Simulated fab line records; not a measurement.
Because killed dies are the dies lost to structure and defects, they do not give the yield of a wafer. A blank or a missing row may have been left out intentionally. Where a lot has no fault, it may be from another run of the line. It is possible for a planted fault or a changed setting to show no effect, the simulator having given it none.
Chamber matching	flow sfq_line	SFQ_TRILAYER_I2_DEP_PECVD_063 on pecvd-03 has 3 sister chambers
The step deposits SiO2 from SiH4/N2O, time 111.11 s, target thk 500 nm. 6 wafers are shown with their chamber, then 6 later ones without.

## WAFERS PAIRED WITH THEIR CHAMBERS
wafer	chamber	run_length_s (s)	heater_power_w (W)
L370.4	0	140.2	66
L371.2	2	138.5	63
L371.3	1	138.7	72
L380.1	1	139.6	68
L380.3	2	138.9	64
L380.4	0	140.2	82

## WAFERS WHOSE CHAMBER IS MISSING
wafer	run_length_s (s)	heater_power_w (W)
L384.1	139.0	55
L384.5	139.7	74
L384.6	138.6	57
L385.1	138.9	77
L385.4	138.8	57
L385.6	138.9	63

## WHICH CHAMBER EACH WENT THROUGH
wafer	from the rows above	in truth
L384.1	can't be placed: 2 or 1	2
L384.5	can't be placed: 0 or 1 or 2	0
L384.6	can't be placed: 2 or 1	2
L385.1	can't be placed: 1 or 2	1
L385.4	can't be placed: 2 or 1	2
L385.6	can't be placed: 2 or 1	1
0 of 6 placed correctly. Unplaceable from these rows: 6, with the true chamber sitting among the candidates in 6. 0 placed wrongly.
How it was worked out, from the rows above alone: a wafer's distance from a chamber is the root of the sum, over the readings, of the square of ((its reading less the chamber's mean) divided by the reading's scatter). If the next closest chamber is less than 2 further off than the closest, the wafer can't be placed; otherwise it belongs to the closest. The mean given for a chamber averages the wafers shown for that chamber. The scatter: take each reading less its chamber's mean, square it, sum over the shown wafers, divide by the number of wafers less the number of chambers, and take the root.
